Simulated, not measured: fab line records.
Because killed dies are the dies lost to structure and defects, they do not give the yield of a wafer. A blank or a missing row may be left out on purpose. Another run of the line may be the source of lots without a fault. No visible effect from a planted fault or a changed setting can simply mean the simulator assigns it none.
Matching of chambers / flow sky130 / SKY_VIA1_CMP_02 on cmp-02: 4 sister chambers
The step polishes SiO2. 20 wafers are shown with their chamber, then 10 later ones without.

## WAFERS WITH THEIR CHAMBER
wafer=L791.3; chamber=1; motorCurrentA (A)=10.9; platenRpm (rpm)=59.97
wafer=L791.5; chamber=2; motorCurrentA (A)=14.4; platenRpm (rpm)=59.98
wafer=L791.6; chamber=3; motorCurrentA (A)=12.1; platenRpm (rpm)=60.07
wafer=L792.1; chamber=0; motorCurrentA (A)=11.7; platenRpm (rpm)=59.96
wafer=L792.3; chamber=3; motorCurrentA (A)=11.0; platenRpm (rpm)=59.97
wafer=L792.5; chamber=2; motorCurrentA (A)=14.6; platenRpm (rpm)=60.01
wafer=L793.1; chamber=3; motorCurrentA (A)=12.0; platenRpm (rpm)=59.97
wafer=L793.5; chamber=0; motorCurrentA (A)=12.3; platenRpm (rpm)=60.00
wafer=L793.6; chamber=3; motorCurrentA (A)=11.7; platenRpm (rpm)=59.98
wafer=L795.2; chamber=0; motorCurrentA (A)=11.8; platenRpm (rpm)=60.00
wafer=L795.5; chamber=0; motorCurrentA (A)=11.8; platenRpm (rpm)=60.06
wafer=L795.6; chamber=1; motorCurrentA (A)=11.4; platenRpm (rpm)=60.01
wafer=L796.2; chamber=1; motorCurrentA (A)=10.9; platenRpm (rpm)=60.08
wafer=L796.4; chamber=3; motorCurrentA (A)=12.1; platenRpm (rpm)=59.98
wafer=L796.5; chamber=0; motorCurrentA (A)=11.8; platenRpm (rpm)=60.01
wafer=L797.4; chamber=2; motorCurrentA (A)=13.8; platenRpm (rpm)=60.05
wafer=L797.5; chamber=0; motorCurrentA (A)=11.9; platenRpm (rpm)=60.02
wafer=L797.6; chamber=3; motorCurrentA (A)=12.2; platenRpm (rpm)=59.98
wafer=L798.2; chamber=2; motorCurrentA (A)=14.3; platenRpm (rpm)=60.00
wafer=L798.4; chamber=0; motorCurrentA (A)=12.5; platenRpm (rpm)=59.99

SIGNATURES (averages over the wafers above)
reading=motorCurrentA; chamber 0=11.971; chamber 1=11.067; chamber 2=14.275; chamber 3=11.850; scatter within a chamber=0.361
reading=platenRpm; chamber 0=60.0057; chamber 1=60.0200; chamber 2=60.0100; chamber 3=59.9917; scatter within a chamber=0.037
Rule: distance of a wafer from a chamber = root of the sum over the readings of ((wafer's reading minus chamber's mean) / reading's scatter) squared. The wafer belongs to the nearest chamber; if the next one is less than 2 further off, it can't be placed. The scatter is the square root of a quotient: the sum, over the shown wafers, of each reading's squared deviation from its chamber's mean, divided by wafers minus chambers.

## WAFERS WITH NO CHAMBER GIVEN
wafer=L798.6; motorCurrentA (A)=11.5; platenRpm (rpm)=60.02
wafer=L799.1; motorCurrentA (A)=12.5; platenRpm (rpm)=59.96
wafer=L799.5; motorCurrentA (A)=14.6; platenRpm (rpm)=60.04
wafer=L799.6; motorCurrentA (A)=12.6; platenRpm (rpm)=59.97
wafer=L809.1; motorCurrentA (A)=12.0; platenRpm (rpm)=60.05
wafer=L809.3; motorCurrentA (A)=13.9; platenRpm (rpm)=59.99
wafer=L809.4; motorCurrentA (A)=11.9; platenRpm (rpm)=59.98
wafer=L810.3; motorCurrentA (A)=13.6; platenRpm (rpm)=59.94
wafer=L810.5; motorCurrentA (A)=14.8; platenRpm (rpm)=59.99
wafer=L810.6; motorCurrentA (A)=10.7; platenRpm (rpm)=59.99

## WHICH CHAMBER EACH ONE RAN IN
wafer=L798.6; from the rows above=can't be placed: 1 or 3 or 0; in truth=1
wafer=L799.1; from the rows above=can't be placed: 0 or 3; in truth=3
wafer=L799.5; from the rows above=2; in truth=2
wafer=L799.6; from the rows above=can't be placed: 0 or 3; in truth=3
wafer=L809.1; from the rows above=can't be placed: 0 or 3 or 1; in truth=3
wafer=L809.3; from the rows above=2; in truth=2
wafer=L809.4; from the rows above=can't be placed: 3 or 0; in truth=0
wafer=L810.3; from the rows above=2; in truth=2
wafer=L810.5; from the rows above=2; in truth=2
wafer=L810.6; from the rows above=can't be placed: 1 or 3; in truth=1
4 of 10 placed correctly. Unplaceable from these rows: 6, with the true chamber sitting among the candidates in 6. Wrongly placed: 0.
